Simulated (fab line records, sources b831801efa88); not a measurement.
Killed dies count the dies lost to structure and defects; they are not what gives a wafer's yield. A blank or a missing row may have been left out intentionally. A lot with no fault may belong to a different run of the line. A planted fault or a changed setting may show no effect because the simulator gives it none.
fab line records ; flow sky130
record: lots: 6; wafers: 18; last-day: 51
route steps=708 shown VT_ADJUST_LVTN@110 VT_ADJUST_NCORE@119 PAD_OPEN@708
lots untouched by any fault: they come from a run of this same line in which no faults occurred
start-h: start of the lot's first displayed wafer, in hours after the record's first day ; wait-h: hours elapsed since this lot's preceding step ; " the same as in the row above ; L1.1+2: a row that stands for several wafers ; - no value, or no start was given ; * or withheld: withheld ; < > ~ a bound
route shown NAME@n: a module of which the file shows steps, and the number in the route of the first ; usual: mean and standard deviation over wafers with no fault ; same: alike in all rows ; chamber/n: place in a boat ; sites: the reading at each site ; _std_site: how widely they spread, as a standard deviation ; _edge_site: outer sites' mean less inner sites' ; radius-mm: for every site, how far away it sits from the centre of the wafer ; mask NAME#n: copy n ; behind: the last tool/chamber to shape the wafer ; hold: the reason the lot was held/the length of the hold in hours/how it ended ; device: the transistor (n, p or np) that didn't switch ; end of line: tests of these same wafers at the route's end ; a step without rows: its recipe alone ; killed: count of dies lost to structure and defects at first sort (not the wafer's yield) ; map: dies across one wafer; x = killed, . = not, _ = none there
set.NAME: the run value of the setting; set.NAME@STEP: its run value at that earlier step ; model.NAME: the simulator's own value behind a step, which no gauge read
lots seen at some steps along the route; tables by step, rows by wafer
services: the hour from which a tool's chamber was out of use, counted from the record's first day as start-h (under 0 if before that day), plus the number of hours and why
== steps ==
step: SKY_VT_ADJUST_LVTN_COAT_13
recipe: resist: NOVOLAK; spin-rpm: 3000; resist-thk-nm: 1140
step: SKY_VT_ADJUST_LVTN_SOFTBAKE_14
recipe: temp-c: 90; time-s: 60; resist: NOVOLAK
step: SKY_VT_ADJUST_LVTN_EXPOSE_15
recipe: mask-id: HVN_STD_DERIVED; na: 0.6; source-shape: conventional; sigma-outer: 0.6; polarization: unpolarized; target-cd-nm: 600; dose-mj: 163
step: SKY_VT_ADJUST_LVTN_PEB_16
recipe: temp-c: withheld; time-s: *; resist: NOVOLAK
step: SKY_VT_ADJUST_LVTN_DEVELOP_17
recipe: resist: NOVOLAK; developer: TMAH; develop-time-s: 60; dev-temp-c: 23
step: SKY_VT_ADJUST_LVTN_OVL_MEAS_18
usual: VT_ADJUST_LVTN_01_OVL: -1.1/1.8
lot.wafer;tool;chamber;start-h;wait-h;VT_ADJUST_LVTN_01_OVL[nm]
L363.3;overlay-02;-;188.56;0.1;0.2
L363.4;overlay-02;-;188.56;0.1;1.2
L363.5;overlay-02;-;188.56;0.1;0.2
L369.1;overlay-01;-;228.32;0.1;-3.3
L369.5;overlay-01;-;228.32;0.1;-1.5
L369.6;overlay-01;-;228.32;0.1;-0.4
L373.3;overlay-02;-;251.71;0.1;0.4
L373.4;overlay-02;-;251.71;0.1;1.2
L373.6;overlay-02;-;251.71;0.1;2.6
L374.1;overlay-01;-;262.95;0.1;-1.9
L374.2;overlay-01;-;262.95;0.1;-1.1
L374.4;overlay-01;-;262.95;0.1;-2.7
L381.2;overlay-02;-;313.96;0.1;-2.0
L381.3;overlay-02;-;313.96;0.1;-1.0
L381.5;overlay-02;-;313.96;0.1;-2.7
L383.1;overlay-02;-;318.30;0.1;-1.2
L383.4;overlay-02;-;318.30;0.1;0.7
L383.5;overlay-02;-;318.30;0.1;-0.2
step: SKY_VT_ADJUST_LVTN_IMPLANT_19
recipe: species: B; energy-kev: 30; dose-cm2: 6.5e+11; tilt-deg: withheld
step: SKY_VT_ADJUST_LVTN_STRIP_20
recipe: chemistry: O2/N2; power-w: 1400; pressure-mtorr: 1500; platen-temp-c: withheld; o2-flow-sccm: 3000; n2-flow-sccm: 300; overash-fraction: 0.5
usual: drypump-motor-current-A: 5.5/0.3; oes-product-au: 0.716/0.0044; strip-time-to-endpoint-s: 14.15/0.046
lot.wafer;tool;chamber;start-h;wait-h;drypump-motor-current-A;oes-product-au;rf-hours-counter-h;strip-time-to-endpoint-s
L363.3;plasma-asher-01;1;188.77;0.1;5.7;0.714;-;14.19
L363.4;plasma-asher-01;0;188.77;0.1;5.2;0.728;-;14.19
L363.5;plasma-asher-01;0;188.77;0.1;5.2;0.711;-;14.15
L369.1;plasma-asher-01;1;228.51;0.1;5.8;0.717;56;14.25
L369.5;plasma-asher-01;1;228.51;0.1;5.7;0.713;-;14.21
L369.6;plasma-asher-01;0;228.51;0.1;5.2;0.714;-;14.20
L373.3;plasma-asher-01;1;251.92;0.1;5.8;0.705;-;14.10
L373.4;plasma-asher-01;0;251.92;0.1;5.2;0.716;-;14.08
L373.6;plasma-asher-01;0;251.92;0.1;5.2;0.716;-;14.12
L374.1;plasma-asher-02;0;263.14;0.1;5.6;0.711;47;14.14
L374.2;plasma-asher-02;1;263.14;0.1;6.1;0.708;47;14.16
L374.4;plasma-asher-02;0;263.14;0.1;5.6;0.715;-;14.19
L381.2;plasma-asher-01;0;314.14;0.1;5.2;0.714;64;14.10
L381.3;plasma-asher-01;0;314.14;0.1;5.2;0.716;-;14.06
L381.5;plasma-asher-01;1;314.14;0.1;5.8;0.716;-;14.11
L383.1;plasma-asher-03;1;318.48;0.1;5.2;0.719;19;14.13
L383.4;plasma-asher-03;0;318.48;0.1;5.3;0.715;-;14.19
L383.5;plasma-asher-03;0;318.48;0.1;5.3;0.717;-;14.16
step: SKY_VT_ADJUST_LVTN_TW_MEAS_21
usual: VT_ADJUST_LVTN_2_TW: 188.7/1.3
lot.wafer;tool;chamber;start-h;wait-h;VT_ADJUST_LVTN_2_TW
L363.3;film-metro-02;-;188.86;0.1;189.4
L363.4;film-metro-02;-;188.86;0.1;189.0
L363.5;film-metro-02;-;188.86;0.1;188.9
L369.1;film-metro-01;-;228.61;0.1;185.9
L369.5;film-metro-01;-;228.61;0.1;185.7
L369.6;film-metro-01;-;228.61;0.1;186.4
L373.3;film-metro-02;-;252.01;0.1;189.1
L373.4;film-metro-02;-;252.01;0.1;189.3
L373.6;film-metro-02;-;252.01;0.1;188.8
L374.1;film-metro-02;-;263.24;0.1;189.3
L374.2;film-metro-02;-;263.24;0.1;190.7
L374.4;film-metro-02;-;263.24;0.1;190.4
L381.2;film-metro-04;-;314.25;0.1;188.8
L381.3;film-metro-04;-;314.25;0.1;190.0
L381.5;film-metro-04;-;314.25;0.1;188.5
L383.1;film-metro-04;-;318.58;0.1;188.5
L383.4;film-metro-04;-;318.58;0.1;190.7
L383.5;film-metro-04;-;318.58;0.1;190.0
step: SKY_VT_ADJUST_NCORE_DEHYDRATE_00
recipe: temp-c: 200; time-s: 60
step: SKY_VT_ADJUST_NCORE_HMDS_01
recipe: prime-time-s: 60; prime-temp-c: 120
step: SKY_VT_ADJUST_NCORE_COAT_02
recipe: resist: NOVOLAK; spin-rpm: 3000; resist-thk-nm: 1140
step: SKY_VT_ADJUST_NCORE_SOFTBAKE_03
recipe: temp-c: 90; time-s: 60; resist: NOVOLAK
usual: chill-plate-temp-C: 23.00/0.11; exhaust-pa: 45.1/0.91; heater-power-total-W: 56.60/0.045; run-length-s: 89.36/0.12
lot.wafer;tool;chamber;start-h;wait-h;chill-plate-temp-C;exhaust-pa;heater-power-total-W;run-length-s
L363.3;litho-track-02;0;199.62;0.1;23.15;43.4;56.54;89.23
L363.4;litho-track-02;0;199.62;0.1;23.08;43.9;56.61;89.29
L363.5;litho-track-02;0;199.62;0.1;22.94;44.8;56.56;89.43
L369.1;litho-track-02;0;239.77;0.1;22.99;44.7;57.52;86.18
L369.5;litho-track-02;0;239.77;0.1;23.10;47.1;57.52;86.18
L369.6;litho-track-02;0;239.77;0.1;22.92;45.2;57.65;86.19
L373.3;litho-track-02;0;263.77;0.1;23.03;46.7;57.58;86.36
L373.4;litho-track-02;0;263.77;0.1;23.03;46.1;57.57;86.17
L373.6;litho-track-02;0;263.77;0.1;23.27;45.0;57.61;86.13
L374.1;litho-track-03;0;275.17;0.1;22.96;44.7;56.57;89.27
L374.2;litho-track-03;0;275.17;0.1;22.80;46.2;56.60;89.56
L374.4;litho-track-03;0;275.17;0.1;23.08;43.8;56.52;89.50
L381.2;litho-track-02;0;326.99;0.1;23.10;44.5;56.64;89.38
L381.3;litho-track-02;0;326.99;0.1;22.97;46.2;56.60;89.34
L381.5;litho-track-02;0;326.99;0.1;23.02;45.4;56.50;89.31
L383.1;litho-track-03;0;331.27;0.1;22.96;46.1;56.62;89.53
L383.4;litho-track-03;0;331.27;0.1;22.82;46.0;56.62;89.29
L383.5;litho-track-03;0;331.27;0.1;22.98;46.2;56.57;89.35
step: SKY_VT_ADJUST_NCORE_EXPOSE_04
recipe: mask-id: LVTN_COMPLEMENT_THIN; na: 0.6; source-shape: conventional; sigma-outer: 0.6; polarization: unpolarized; target-cd-nm: 380; dose-mj: 139
step: SKY_PAD_OPEN_PROBE_99
usual: killed_at_M0_to_M3: 43/7.3; killed_at_M4_up: 3.4/2.1; killed-at-contacts: 24/5.9; killed-at-front-end: 14/4; killed-at-other: 0.3/0.54; killed-dies: 85/10; killed-open: 46/7.7; killed-short: 38/6
same: gross-dies: 492; killed-at-back-side: 0
lot.wafer;tool;chamber;start-h;wait-h;killed_at_M0_to_M3;killed_at_M4_up;killed-at-contacts;killed-at-front-end;killed-at-other;killed-dies;killed-open;killed-short
L373.3;prober-01;-;1171.69;0.2;30;5;25;16;0;76;41;35
L373.4;prober-01;-;1171.74;0.2;43;7;18;10;0;78;42;36
L373.6;prober-01;-;1171.84;0.2;41;3;23;11;0;78;44;34
L374.1;prober-02;-;1178.82;0.1;37;3;28;11;0;79;47;32
L374.2;prober-02;-;1178.87;0.1;46;3;21;16;0;86;54;31
L374.4;prober-02;-;1178.97;0.2;38;3;13;19;1;74;40;33
L381.2;prober-01;-;1210.54;0.1;47;2;23;9;1;82;53;29
L381.3;prober-01;-;1210.59;0.2;52;3;28;12;1;96;55;41
L381.5;prober-01;-;1210.69;0.2;57;2;25;13;0;97;50;47
killed by level:class
L373.3 CONTACT:geometric-particle:open=10 VIA1:geometric-particle:open=7 LI_CONTACT:geometric-particle:open=6 METAL2:geometric-particle:short=5 VIA3:geometric-particle:open=5 POLY_GATE:geometric-particle:short=4 VIA2:geometric-particle:short=4 METAL4:geometric-particle:short=4
L373.4 VIA1:geometric-particle:open=12 CONTACT:geometric-particle:open=10 METAL2:geometric-particle:short=10 VIA2:geometric-particle:open=6 METAL4:geometric-particle:short=5 METAL1:geometric-particle:short=4 CONTACT:geometric-particle:short=4 VIA3:geometric-particle:open=4
L373.6 VIA1:geometric-particle:open=13 CONTACT:geometric-particle:open=10 VIA2:geometric-particle:open=6 FIELD_ISO:geometric-particle:short=5 METAL1:geometric-particle:short=5 VIA3:geometric-particle:open=5 LI_CONTACT:geometric-particle:open=4 LOCAL_INTERCONNECT:geometric-particle:short=4
L374.1 CONTACT:geometric-particle:open=14 VIA1:geometric-particle:open=10 LI_CONTACT:geometric-particle:open=7 VIA2:geometric-particle:short=6 VIA1:geometric-particle:short=5 VIA3:geometric-particle:open=4 POLY_GATE:geometric-particle:short=3 POLY_GATE:geometric-particle:open=3
L374.2 VIA1:geometric-particle:open=16 CONTACT:geometric-particle:open=8 LI_CONTACT:geometric-particle:open=7 POLY_GATE:geometric-particle:short=6 VIA1:geometric-particle:short=6 VIA3:geometric-particle:open=6 VIA2:geometric-particle:open=5 POLY_GATE:geometric-particle:open=4
L374.4 VIA1:geometric-particle:open=10 POLY_GATE:geometric-particle:open=7 VIA3:geometric-particle:open=7 FIELD_ISO:geometric-particle:short=5 LI_CONTACT:geometric-particle:open=5 POLY_GATE:geometric-particle:short=4 LOCAL_INTERCONNECT:geometric-particle:short=4 METAL1:geometric-particle:short=4
L381.2 CONTACT:geometric-particle:open=11 VIA2:geometric-particle:open=8 VIA1:geometric-particle:open=8 FIELD_ISO:geometric-particle:open=7 LI_CONTACT:geometric-particle:open=6 VIA1:geometric-particle:short=6 VIA3:geometric-particle:open=6 VIA2:geometric-particle:short=4
L381.3 CONTACT:geometric-particle:open=14 METAL1:geometric-particle:short=11 VIA3:geometric-particle:open=10 VIA1:geometric-particle:open=9 FIELD_ISO:geometric-particle:open=5 VIA2:geometric-particle:open=5 POLY_GATE:geometric-particle:open=4 LOCAL_INTERCONNECT:geometric-particle:short=4
L381.5 VIA1:geometric-particle:open=16 CONTACT:geometric-particle:open=8 VIA3:geometric-particle:open=7 METAL2:geometric-particle:short=7 LOCAL_INTERCONNECT:geometric-particle:short=7 METAL1:geometric-particle:short=5 VIA1:geometric-particle:short=5 VIA2:geometric-particle:open=5
== services ==
tool;chamber;start-h;hours;kind
plasma-asher-01;-;182.72;3.4;repair
plasma-asher-02;-;184.59;14.6;pm
plasma-asher-01;-;239.63;2.8;pm
plasma-asher-03;-;293.40;2.7;repair
litho-track-02;-;299.63;-;consumable-replace:filter
plasma-asher-02;-;304.74;2.6;repair
plasma-asher-02;-;316.02;5.2;pm
plasma-asher-01;-;331.24;0.4;repair
== key ==
first-sign: step: SKY_VT_ADJUST_NCORE_SOFTBAKE_03; reading: run-length-s; direction: down; sigmas: 27; usual: *; struck: *
effect: step: SKY_VT_ADJUST_NCORE_SOFTBAKE_03; reading: heater-power-total-W; direction: up; sigmas: 22; usual: *; struck: *
met-at SKY_VT_ADJUST_NCORE_SOFTBAKE_03
struck-wafers L369.1,L369.5,L369.6,L373.3,L373.4,L373.6
tester-left-out L369,L373
onset-between 199.62 239.77
fault: kind: process-parameter-drift; tool: litho-track-02; chamber: -; onset-h: 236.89; steps: SKY_VT_ADJUST_NCORE_SOFTBAKE_03; channel: time-s; offset: *; shape: step; end-h: 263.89; acts-in: *; stated: *
tester-left-out: of these lots the tester's yield and bins aren't shown, on N5 and GAA mostly nor the transistor test; their killed dies are dies lost to structure and defects alone, not to doping, threshold or leakage, so they don't give the yield
